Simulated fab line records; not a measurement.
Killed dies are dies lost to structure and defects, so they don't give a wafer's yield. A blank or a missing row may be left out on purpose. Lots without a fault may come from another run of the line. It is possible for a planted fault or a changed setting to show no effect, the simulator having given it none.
Which tool was responsible? ; flow sfq_line ; route of 325 steps, sampled at 1 step: 7 lots, 21 wafers

## WHAT THE GAUGES SHOWED, per wafer
SFQ_I3_OVL_MEAS_923.
lot;measured;on;I3_OVL (nm)
L667;day 32 12:58;overlay-02;-7 -8 -3
L669;day 33 12:52;overlay-01;-3 6 -1
L671;day 34 03:17;overlay-02;-7 -10 -5
L673;day 34 21:16;overlay-01;5 4 0
L675;day 35 19:38;overlay-01;-14 -1 -12
L677;day 36 04:01;overlay-01;4 -6 -5
L684;day 38 11:13;overlay-02;9 8 8

## WHICH TOOL RAN EACH LOT (tool, then ch and the chambers of the sampled wafers, then the start)
Before these readings, the record contains no process step.

## THE ANSWER, worked out from the rows above alone
Rule: what is usual is taken from the lots themselves. The widest of any qualifying gaps counts: lots, ordered by their means at a reading, are off when they make up no more than a third of the lots, leave a main group of 4 or more, and stand apart from it by 3 or more times the standard deviation of that group's means. Not used: any main group whose means are identical at the precision the tables above print for the reading. Also off: a lot with no number at a reading for which 4 or more lots have one. Any other lot the step has rows for is counted as sound.
Across all readings shown, no lot is off: no conclusion can be drawn from this.

## WHAT THE SIMULATOR PUT IN
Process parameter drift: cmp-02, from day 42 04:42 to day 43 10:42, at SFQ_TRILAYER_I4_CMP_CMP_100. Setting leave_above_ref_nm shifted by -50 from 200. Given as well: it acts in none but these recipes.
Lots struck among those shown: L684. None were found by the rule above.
